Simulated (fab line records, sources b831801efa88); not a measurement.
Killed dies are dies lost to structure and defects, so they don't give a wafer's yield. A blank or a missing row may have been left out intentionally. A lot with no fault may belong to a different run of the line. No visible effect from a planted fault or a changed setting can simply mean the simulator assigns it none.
fab line records :: flow sky130
record:
  lots: 6
  wafers: 18
  last_day: 50
route steps=708 shown FIELD_ISO@1 PAD_OPEN@708
lots that met no fault: from a run of the same line without faults
start_h: hours from the record's first day to the start of the lot's first wafer shown :: wait_h: hours from the lot's prior step to this one :: " same as the row above :: L1.1+2: a row that stands for several wafers :: - value missing, or start not given :: * or withheld: withheld :: < > ~ a bound
route shown NAME@n: a module of which the file shows steps, and the number in the route of the first :: usual: mean/standard deviation taken from wafers without a fault :: same: alike in all rows :: chamber/n: place in a boat :: sites: per-site readings :: _std_site: the values' standard deviation :: _edge_site: the outer-site mean with the inner-site mean subtracted :: radius_mm: for every site, how far away it sits from the centre of the wafer :: mask NAME#n: copy n :: behind: the tool/chamber that last shaped the wafer :: hold: why the lot was held/for how many hours/how that ended :: device: the transistor (n, p or np) that didn't switch :: end of line: the route-end tests of the same wafers :: a step given without rows: its recipe and nothing more :: killed: dies that structure and defects cost at the first sort, which is not the same as the wafer's yield :: map: a wafer's dies, marking killed ones x, the rest . and places with no die _
set.NAME: the setting that was run; set.NAME@STEP: the one run at that earlier step :: model.NAME: the simulator's own value behind a step, which no gauge read
lots at selected steps of the route; one table per step, one row per wafer
== steps ==
step: SKY_FIELD_ISO_BOW_MEAS_00
recipe:
  mode: bow
usual:
  INCOMING_BOW: 0/6.5
lot.wafer: L136.3
tool: film_metro-02
chamber: -
start_h: 10.04
wait_h: -
INCOMING_BOW[um]: -4

lot.wafer: L136.4
tool: film_metro-02
chamber: -
start_h: 10.04
wait_h: -
INCOMING_BOW[um]: -7

lot.wafer: L136.5
tool: film_metro-02
chamber: -
start_h: 10.04
wait_h: -
INCOMING_BOW[um]: 0

lot.wafer: L138.2
tool: film_metro-03
chamber: -
start_h: 20.02
wait_h: -
INCOMING_BOW[um]: -4

lot.wafer: L138.3
tool: film_metro-03
chamber: -
start_h: 20.02
wait_h: -
INCOMING_BOW[um]: 10

lot.wafer: L138.4
tool: film_metro-03
chamber: -
start_h: 20.02
wait_h: -
INCOMING_BOW[um]: 4

lot.wafer: L146.3
tool: film_metro-04
chamber: -
start_h: 60.04
wait_h: -
INCOMING_BOW[um]: 1

lot.wafer: L146.4
tool: film_metro-04
chamber: -
start_h: 60.04
wait_h: -
INCOMING_BOW[um]: 4

lot.wafer: L146.6
tool: film_metro-04
chamber: -
start_h: 60.04
wait_h: -
INCOMING_BOW[um]: -9

lot.wafer: L147.3
tool: film_metro-04
chamber: -
start_h: 65.04
wait_h: -
INCOMING_BOW[um]: -3

lot.wafer: L147.5
tool: film_metro-04
chamber: -
start_h: 65.04
wait_h: -
INCOMING_BOW[um]: -6

lot.wafer: L147.6
tool: film_metro-04
chamber: -
start_h: 65.04
wait_h: -
INCOMING_BOW[um]: 6

lot.wafer: L153.2
tool: film_metro-02
chamber: -
start_h: 95.02
wait_h: -
INCOMING_BOW[um]: 16

lot.wafer: L153.5
tool: film_metro-02
chamber: -
start_h: 95.02
wait_h: -
INCOMING_BOW[um]: -11

lot.wafer: L153.6
tool: film_metro-02
chamber: -
start_h: 95.02
wait_h: -
INCOMING_BOW[um]: 17

lot.wafer: L159.2
tool: film_metro-02
chamber: -
start_h: 125.02
wait_h: -
INCOMING_BOW[um]: 5

lot.wafer: L159.5
tool: film_metro-02
chamber: -
start_h: 125.02
wait_h: -
INCOMING_BOW[um]: -1

lot.wafer: L159.6
tool: film_metro-02
chamber: -
start_h: 125.02
wait_h: -
INCOMING_BOW[um]: 8
step: SKY_FIELD_ISO_OXIDATION_01
recipe:
  temp_c: 900
  ambient: O2
  stabilise_s: 600
  purge_s: 300
  target_thk_a: 120
  ox_time_s: 1919
step: SKY_FIELD_ISO_THK_MEAS_02
recipe:
  reads: SiO2_of_FIELD_ISO_OXIDATION_01
usual:
  FIELD_ISO_OXIDATION_00_THK: 12.21/0.25
lot.wafer: L136.3
tool: film_metro-02
chamber: -
start_h: 13.04
wait_h: 0.0
FIELD_ISO_OXIDATION_00_THK[nm]: 11.95

lot.wafer: L136.4
tool: film_metro-02
chamber: -
start_h: 13.04
wait_h: 0.0
FIELD_ISO_OXIDATION_00_THK[nm]: 11.82

lot.wafer: L136.5
tool: film_metro-02
chamber: -
start_h: 13.04
wait_h: 0.0
FIELD_ISO_OXIDATION_00_THK[nm]: 11.92

lot.wafer: L138.2
tool: film_metro-03
chamber: -
start_h: 24.54
wait_h: 0.0
FIELD_ISO_OXIDATION_00_THK[nm]: 12.00

lot.wafer: L138.3
tool: film_metro-03
chamber: -
start_h: 24.54
wait_h: 0.0
FIELD_ISO_OXIDATION_00_THK[nm]: 11.98

lot.wafer: L138.4
tool: film_metro-03
chamber: -
start_h: 24.54
wait_h: 0.0
FIELD_ISO_OXIDATION_00_THK[nm]: 12.00

lot.wafer: L146.3
tool: film_metro-02
chamber: -
start_h: 62.18
wait_h: 0.0
FIELD_ISO_OXIDATION_00_THK[nm]: 12.41

lot.wafer: L146.4
tool: film_metro-02
chamber: -
start_h: 62.18
wait_h: 0.0
FIELD_ISO_OXIDATION_00_THK[nm]: 12.31

lot.wafer: L146.6
tool: film_metro-02
chamber: -
start_h: 62.18
wait_h: 0.0
FIELD_ISO_OXIDATION_00_THK[nm]: 12.09

lot.wafer: L147.3
tool: film_metro-02
chamber: -
start_h: 66.65
wait_h: 0.0
FIELD_ISO_OXIDATION_00_THK[nm]: 12.43

lot.wafer: L147.5
tool: film_metro-02
chamber: -
start_h: 66.65
wait_h: 0.0
FIELD_ISO_OXIDATION_00_THK[nm]: 12.31

lot.wafer: L147.6
tool: film_metro-02
chamber: -
start_h: 66.65
wait_h: 0.0
FIELD_ISO_OXIDATION_00_THK[nm]: 12.26

lot.wafer: L153.2
tool: film_metro-02
chamber: -
start_h: 97.00
wait_h: 0.0
FIELD_ISO_OXIDATION_00_THK[nm]: 11.72

lot.wafer: L153.5
tool: film_metro-02
chamber: -
start_h: 97.00
wait_h: 0.0
FIELD_ISO_OXIDATION_00_THK[nm]: 11.66

lot.wafer: L153.6
tool: film_metro-02
chamber: -
start_h: 97.00
wait_h: 0.0
FIELD_ISO_OXIDATION_00_THK[nm]: 11.97

lot.wafer: L159.2
tool: film_metro-03
chamber: -
start_h: 128.61
wait_h: 0.0
FIELD_ISO_OXIDATION_00_THK[nm]: 12.42

lot.wafer: L159.5
tool: film_metro-03
chamber: -
start_h: 128.61
wait_h: 0.0
FIELD_ISO_OXIDATION_00_THK[nm]: 12.67

lot.wafer: L159.6
tool: film_metro-03
chamber: -
start_h: 128.61
wait_h: 0.0
FIELD_ISO_OXIDATION_00_THK[nm]: 12.52
step: SKY_FIELD_ISO_CVD_03
recipe:
  material: Si3N4
  precursor: DCS/NH3
  target_thk_nm: 165
  temp_c: 770
  time_s: 2830
  pressure_mtorr: 250
usual:
  pressure_mtorr: 250.1/0.47
  spike_tc_bottom_C: 789.1/1.6
  zone_power_top_pct: 24.5/1.4
lot.wafer: L136.3
tool: lpcvd-02
chamber: 0
start_h: 13.08
wait_h: 0.0
pressure_mtorr: 249.7
spike_tc_bottom_C: 791.1
zone_power_top_pct: 22.9

lot.wafer: L136.4
tool: lpcvd-02
chamber: 0
start_h: 13.08
wait_h: 0.0
pressure_mtorr: 249.9
spike_tc_bottom_C: 790.9
zone_power_top_pct: 23.5

lot.wafer: L136.5
tool: lpcvd-02
chamber: 0
start_h: 13.08
wait_h: 0.0
pressure_mtorr: 249.7
spike_tc_bottom_C: 789.9
zone_power_top_pct: 23.1

lot.wafer: L138.2
tool: lpcvd-02
chamber: 1
start_h: 25.52
wait_h: 1.0
pressure_mtorr: 250.3
spike_tc_bottom_C: 787.6
zone_power_top_pct: 26.0

lot.wafer: L138.3
tool: lpcvd-02
chamber: 1
start_h: 25.52
wait_h: 1.0
pressure_mtorr: 250.3
spike_tc_bottom_C: 788.8
zone_power_top_pct: 25.6

lot.wafer: L138.4
tool: lpcvd-02
chamber: 1
start_h: 25.52
wait_h: 1.0
pressure_mtorr: 249.5
spike_tc_bottom_C: 788.5
zone_power_top_pct: 26.1

lot.wafer: L146.3
tool: lpcvd-02
chamber: 0
start_h: 62.46
wait_h: 0.3
pressure_mtorr: -
spike_tc_bottom_C: -
zone_power_top_pct: -

lot.wafer: L146.4
tool: lpcvd-02
chamber: 0
start_h: 62.46
wait_h: 0.3
pressure_mtorr: -
spike_tc_bottom_C: -
zone_power_top_pct: -

lot.wafer: L146.6
tool: lpcvd-02
chamber: 0
start_h: 62.46
wait_h: 0.3
pressure_mtorr: -
spike_tc_bottom_C: -
zone_power_top_pct: -

lot.wafer: L147.3
tool: lpcvd-02
chamber: 1
start_h: 67.32
wait_h: 0.7
pressure_mtorr: -
spike_tc_bottom_C: -
zone_power_top_pct: -

lot.wafer: L147.5
tool: lpcvd-02
chamber: 1
start_h: 67.32
wait_h: 0.7
pressure_mtorr: -
spike_tc_bottom_C: -
zone_power_top_pct: -

lot.wafer: L147.6
tool: lpcvd-02
chamber: 1
start_h: 67.32
wait_h: 0.7
pressure_mtorr: -
spike_tc_bottom_C: -
zone_power_top_pct: -

lot.wafer: L153.2
tool: lpcvd-02
chamber: 1
start_h: 97.36
wait_h: 0.4
pressure_mtorr: 250.4
spike_tc_bottom_C: 787.3
zone_power_top_pct: 25.7

lot.wafer: L153.5
tool: lpcvd-02
chamber: 1
start_h: 97.36
wait_h: 0.4
pressure_mtorr: 250.5
spike_tc_bottom_C: 785.5
zone_power_top_pct: 26.2

lot.wafer: L153.6
tool: lpcvd-02
chamber: 1
start_h: 97.36
wait_h: 0.4
pressure_mtorr: 250.4
spike_tc_bottom_C: 788.5
zone_power_top_pct: 25.9

lot.wafer: L159.2
tool: lpcvd-02
chamber: 1
start_h: 128.66
wait_h: 0.0
pressure_mtorr: 250.4
spike_tc_bottom_C: 786.8
zone_power_top_pct: 26.5

lot.wafer: L159.5
tool: lpcvd-02
chamber: 1
start_h: 128.66
wait_h: 0.0
pressure_mtorr: 250.5
spike_tc_bottom_C: 787.1
zone_power_top_pct: 26.2

lot.wafer: L159.6
tool: lpcvd-02
chamber: 1
start_h: 128.66
wait_h: 0.0
pressure_mtorr: 250.4
spike_tc_bottom_C: 788.8
zone_power_top_pct: 25.8
step: SKY_PAD_OPEN_PROBE_99
usual:
  defect_limited_yield: 82.5/2
  killed_at_M0_to_M3: 44/7.1
  killed_at_M4_up: 3.1/1.8
  killed_at_contacts: 24/5.3
  killed_at_front_end: 15/4.5
  killed_dies: 86/9.6
  killed_open: 46/6.9
  killed_short: 40/6.4
  sort_bin_3_pad_short: 0.8/0.36
  sort_bin_5_function: 10.3/1.3
  sort_bin_6_memory: 6.4/1.2
  sort_n_pass: 406/9.6
  sort_yield_pct: 82.5/2
same:
  gross_dies: 492
  killed_at_back_side: 0
  killed_at_other: 0
  sort_bin_4_leakage[%]: 0
  sort_bin_8_speed[%]: 0
lot.wafer: L136.3
tool: prober-01
chamber: -
start_h: 1067.22
wait_h: 0.2
defect_limited_yield[%]: 85.2
killed_at_M0_to_M3: 38
killed_at_M4_up: 2
killed_at_contacts: 24
killed_at_front_end: 9
killed_dies: 73
killed_open: 35
killed_short: 38
sort_bin_3_pad_short[%]: 0.4
sort_bin_5_function[%]: 9.1
sort_bin_6_memory[%]: 5.3
sort_n_pass: 419
sort_yield_pct[%]: 85.2

lot.wafer: L136.4
tool: prober-01
chamber: -
start_h: 1067.27
wait_h: 0.2
defect_limited_yield[%]: 85.2
killed_at_M0_to_M3: 41
killed_at_M4_up: 3
killed_at_contacts: 19
killed_at_front_end: 10
killed_dies: 73
killed_open: 45
killed_short: 28
sort_bin_3_pad_short[%]: 0.8
sort_bin_5_function[%]: 8.5
sort_bin_6_memory[%]: 5.5
sort_n_pass: 419
sort_yield_pct[%]: 85.2

lot.wafer: L136.5
tool: prober-01
chamber: -
start_h: 1067.32
wait_h: 0.2
defect_limited_yield[%]: 85.8
killed_at_M0_to_M3: 35
killed_at_M4_up: 5
killed_at_contacts: 14
killed_at_front_end: 16
killed_dies: 70
killed_open: 35
killed_short: 35
sort_bin_3_pad_short[%]: 0.8
sort_bin_5_function[%]: 7.7
sort_bin_6_memory[%]: 5.7
sort_n_pass: 422
sort_yield_pct[%]: 85.8

lot.wafer: L138.2
tool: prober-01
chamber: -
start_h: 1083.29
wait_h: 0.1
defect_limited_yield[%]: 79.7
killed_at_M0_to_M3: 47
killed_at_M4_up: 4
killed_at_contacts: 28
killed_at_front_end: 21
killed_dies: 100
killed_open: 59
killed_short: 41
sort_bin_3_pad_short[%]: 0.6
sort_bin_5_function[%]: 11.2
sort_bin_6_memory[%]: 8.5
sort_n_pass: 392
sort_yield_pct[%]: 79.7

lot.wafer: L138.3
tool: prober-01
chamber: -
start_h: 1083.34
wait_h: 0.2
defect_limited_yield[%]: 81.7
killed_at_M0_to_M3: 46
killed_at_M4_up: 2
killed_at_contacts: 34
killed_at_front_end: 8
killed_dies: 90
killed_open: 61
killed_short: 29
sort_bin_3_pad_short[%]: 0.2
sort_bin_5_function[%]: 10.2
sort_bin_6_memory[%]: 7.9
sort_n_pass: 402
sort_yield_pct[%]: 81.7

lot.wafer: L138.4
tool: prober-01
chamber: -
start_h: 1083.39
wait_h: 0.2
defect_limited_yield[%]: 81.9
killed_at_M0_to_M3: 41
killed_at_M4_up: 7
killed_at_contacts: 27
killed_at_front_end: 14
killed_dies: 89
killed_open: 44
killed_short: 45
sort_bin_3_pad_short[%]: 0.8
sort_bin_5_function[%]: 11.2
sort_bin_6_memory[%]: 6.1
sort_n_pass: 403
sort_yield_pct[%]: 81.9

lot.wafer: L153.2
tool: prober-01
chamber: -
start_h: 1194.35
wait_h: 0.1
defect_limited_yield[%]: 82.9
killed_at_M0_to_M3: 38
killed_at_M4_up: 11
killed_at_contacts: 26
killed_at_front_end: 9
killed_dies: 84
killed_open: 41
killed_short: 43
sort_bin_3_pad_short[%]: 1.2
sort_bin_5_function[%]: 10.4
sort_bin_6_memory[%]: 5.5
sort_n_pass: 408
sort_yield_pct[%]: 82.9

lot.wafer: L153.5
tool: prober-01
chamber: -
start_h: 1194.50
wait_h: 0.2
defect_limited_yield[%]: 86.2
killed_at_M0_to_M3: 32
killed_at_M4_up: 0
killed_at_contacts: 18
killed_at_front_end: 18
killed_dies: 68
killed_open: 39
killed_short: 29
sort_bin_3_pad_short[%]: 0.6
sort_bin_5_function[%]: 8.7
sort_bin_6_memory[%]: 4.5
sort_n_pass: 424
sort_yield_pct[%]: 86.2

lot.wafer: L153.6
tool: prober-01
chamber: -
start_h: 1194.55
wait_h: 0.2
defect_limited_yield[%]: 85.4
killed_at_M0_to_M3: 42
killed_at_M4_up: 2
killed_at_contacts: 17
killed_at_front_end: 11
killed_dies: 72
killed_open: 42
killed_short: 30
sort_bin_3_pad_short[%]: 0.8
sort_bin_5_function[%]: 7.3
sort_bin_6_memory[%]: 6.5
sort_n_pass: 420
sort_yield_pct[%]: 85.4

lot.wafer: L159.2
tool: prober-02
chamber: -
start_h: 1198.40
wait_h: 0.1
defect_limited_yield[%]: 82.1
killed_at_M0_to_M3: 43
killed_at_M4_up: 4
killed_at_contacts: 21
killed_at_front_end: 20
killed_dies: 88
killed_open: 49
killed_short: 39
sort_bin_3_pad_short[%]: 0.4
sort_bin_5_function[%]: 10.6
sort_bin_6_memory[%]: 6.9
sort_n_pass: 404
sort_yield_pct[%]: 82.1

lot.wafer: L159.5
tool: prober-02
chamber: -
start_h: 1198.55
wait_h: 0.2
defect_limited_yield[%]: 84.3
killed_at_M0_to_M3: 31
killed_at_M4_up: 3
killed_at_contacts: 18
killed_at_front_end: 25
killed_dies: 77
killed_open: 38
killed_short: 39
sort_bin_3_pad_short[%]: 0.8
sort_bin_5_function[%]: 8.5
sort_bin_6_memory[%]: 6.3
sort_n_pass: 415
sort_yield_pct[%]: 84.3

lot.wafer: L159.6
tool: prober-02
chamber: -
start_h: 1198.60
wait_h: 0.2
defect_limited_yield[%]: 84.3
killed_at_M0_to_M3: 26
killed_at_M4_up: 2
killed_at_contacts: 32
killed_at_front_end: 17
killed_dies: 77
killed_open: 32
killed_short: 45
sort_bin_3_pad_short[%]: 1.2
sort_bin_5_function[%]: 10.4
sort_bin_6_memory[%]: 4.1
sort_n_pass: 415
sort_yield_pct[%]: 84.3
killed by level:class
L136.3 CONTACT:geometric_particle:open=8 VIA2:geometric_particle:open=7 VIA1:geometric_particle:open=6 CONTACT:geometric_particle:short=5 METAL1:geometric_particle:short=4 LI_CONTACT:geometric_particle:short=4 LI_CONTACT:geometric_particle:open=4 METAL2:geometric_particle:short=4
L136.4 VIA2:geometric_particle:open=13 VIA1:geometric_particle:open=9 CONTACT:geometric_particle:open=7 LI_CONTACT:geometric_particle:open=5 VIA2:geometric_particle:short=5 METAL2:geometric_particle:short=4 FIELD_ISO:geometric_particle:short=3 LI_CONTACT:geometric_particle:short=3
L136.5 FIELD_ISO:geometric_particle:short=8 METAL2:geometric_particle:short=8 CONTACT:geometric_particle:open=6 VIA1:geometric_particle:open=6 VIA2:geometric_particle:open=6 LOCAL_INTERCONNECT:geometric_particle:short=4 METAL4:geometric_particle:short=4 POLY_GATE:geometric_particle:open=3
L138.2 VIA1:geometric_particle:open=15 CONTACT:geometric_particle:open=12 POLY_GATE:geometric_particle:open=7 VIA2:geometric_particle:open=7 FIELD_ISO:geometric_particle:open=5 CONTACT:geometric_particle:short=5 VIA2:geometric_particle:short=5 VIA1:geometric_particle:short=5
L138.3 VIA1:geometric_particle:open=19 CONTACT:geometric_particle:open=16 LI_CONTACT:geometric_particle:open=7 CONTACT:geometric_particle:short=6 VIA1:geometric_particle:short=5 VIA2:geometric_particle:open=5 VIA3:geometric_particle:open=5 LOCAL_INTERCONNECT:geometric_particle:short=4
L138.4 CONTACT:geometric_particle:open=10 VIA1:geometric_particle:open=10 LI_CONTACT:geometric_particle:open=9 POLY_GATE:geometric_particle:short=6 METAL1:geometric_particle:short=6 METAL2:geometric_particle:short=6 METAL4:geometric_particle:short=5 FIELD_ISO:geometric_particle:short=4
L153.2 VIA1:geometric_particle:open=11 CONTACT:geometric_particle:open=10 METAL4:geometric_particle:short=8 VIA1:geometric_particle:short=6 LI_CONTACT:geometric_particle:open=5 VIA2:geometric_particle:open=5 LOCAL_INTERCONNECT:geometric_particle:short=4 CONTACT:geometric_particle:short=4
L153.5 VIA1:geometric_particle:open=9 LI_CONTACT:geometric_particle:open=7 FIELD_ISO:geometric_particle:short=6 CONTACT:geometric_particle:open=5 VIA2:geometric_particle:open=5 POLY_GATE:geometric_particle:short=4 VIA1:geometric_particle:short=4 VIA3:geometric_particle:open=4
L153.6 LI_CONTACT:geometric_particle:open=11 VIA1:geometric_particle:open=7 VIA1:geometric_particle:short=7 VIA3:geometric_particle:open=5 METAL1:geometric_particle:open=4 VIA2:geometric_particle:open=4 POLY_GATE:geometric_particle:open=3 CONTACT:geometric_particle:open=3
L159.2 VIA1:geometric_particle:open=12 CONTACT:geometric_particle:open=7 LI_CONTACT:geometric_particle:open=6 VIA3:geometric_particle:open=6 POLY_GATE:geometric_particle:open=5 LI_CONTACT:geometric_particle:short=5 VIA1:geometric_particle:short=5 FIELD_ISO:geometric_particle:short=4
L159.5 CONTACT:geometric_particle:open=8 POLY_GATE:geometric_particle:short=8 FIELD_ISO:geometric_particle:open=5 POLY_GATE:geometric_particle:open=5 METAL1:geometric_particle:short=5 VIA1:geometric_particle:open=5 VIA1:geometric_particle:short=5 VIA2:geometric_particle:short=5
L159.6 LI_CONTACT:geometric_particle:open=8 CONTACT:geometric_particle:short=8 POLY_GATE:geometric_particle:short=7 CONTACT:geometric_particle:open=7 LI_CONTACT:geometric_particle:short=5 VIA1:geometric_particle:open=5 FIELD_ISO:geometric_particle:short=4 POLY_GATE:geometric_particle:open=4
== key ==
first_sign:
  step: SKY_FIELD_ISO_CVD_03
  reading: tool_record
  direction: missing
effect none on later readings
met_at SKY_FIELD_ISO_CVD_03
struck_wafers L146.3,L146.4,L146.6,L147.3,L147.5,L147.6
scrapped_behind SKY_FIELD_ISO_THK_MEAS_04 L146.3,L146.4,L146.6,L147.3,L147.5,L147.6
onset_between 25.52 62.46
fault:
  kind: skipped_step_whole
  tool: lpcvd-02
  chamber: -
  onset_h: 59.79
  steps: SKY_FIELD_ISO_CVD_03
  scope: struck_lots_only
